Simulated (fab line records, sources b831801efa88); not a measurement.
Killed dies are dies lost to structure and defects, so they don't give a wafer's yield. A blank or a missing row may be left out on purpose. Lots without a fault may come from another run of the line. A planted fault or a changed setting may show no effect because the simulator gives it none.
Chamber matching | flow gf180mcu | GF_CONTACT_CMP_27 on cmp-01: 4 sister chambers
The step polishes, stops on SiO2, t overpolish 15 s, target thk 0 nm. 14 wafers are shown with their chamber, then 7 later ones without.

WAFERS WITH THEIR CHAMBER
wafer  | chamber | motor_current_A (A) | time_to_endpoint_s (s)
L512.1 | 3       | 12.2                | 79
L512.4 | 0       | 10.1                | 74
L512.5 | 2       | 8.8                 | 77
L513.1 | 0       | 10.8                | 74
L513.5 | 0       | 9.9                 | 75
L513.6 | 3       | 11.8                | 72
L517.2 | 0       | 10.0                | 71
L517.5 | 0       | 10.5                | 75
L517.6 | 1       | 13.0                | 73
L519.1 | 2       | 9.3                 | 70
L519.2 | 0       | 10.0                | 72
L519.3 | 1       | 12.8                | 74
L520.1 | 0       | 10.4                | 67
L520.2 | 2       | 9.3                 | 70

SIGNATURES (means of the wafers above)
reading            | chamber 0 | chamber 1 | chamber 2 | chamber 3 | scatter within a chamber
motor_current_A    | 10.243    | 12.900    | 9.133     | 12.000    | 0.304
time_to_endpoint_s | 72.57     | 73.50     | 72.33     | 75.50     | 3.28
Rule: a wafer's distance from a chamber is the root of the sum, over the readings, of the square of ((its reading less the chamber's mean) divided by the reading's scatter). The wafer belongs to the nearest chamber; if the next one is less than 2 further off, it can't be placed. The scatter: the root of (the sum of the squares of (reading less its chamber's mean) over the shown wafers, divided by (wafers less chambers)).

WAFERS WITHOUT THEIR CHAMBER
wafer  | motor_current_A (A) | time_to_endpoint_s (s)
L520.4 | 11.4                | 69
L521.1 | 11.5                | 74
L521.4 | 9.2                 | 72
L521.5 | 11.8                | 66
L530.3 | 11.2                | 74
L530.5 | 9.0                 | 77
L530.6 | 11.4                | 75

WHICH CHAMBER EACH WENT THROUGH
wafer  | from the rows above     | in truth
L520.4 | can't be placed: 3 or 0 | 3
L521.1 | 3                       | 3
L521.4 | 2                       | 2
L521.5 | can't be placed: 3 or 1 | 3
L530.3 | can't be placed: 3 or 0 | 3
L530.5 | 2                       | 2
L530.6 | can't be placed: 3 or 0 | 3
Placed correctly: 3 of 7. Can't be placed from these rows: 4 (the true chamber is among the candidates in 4). Placed wrongly: 0.
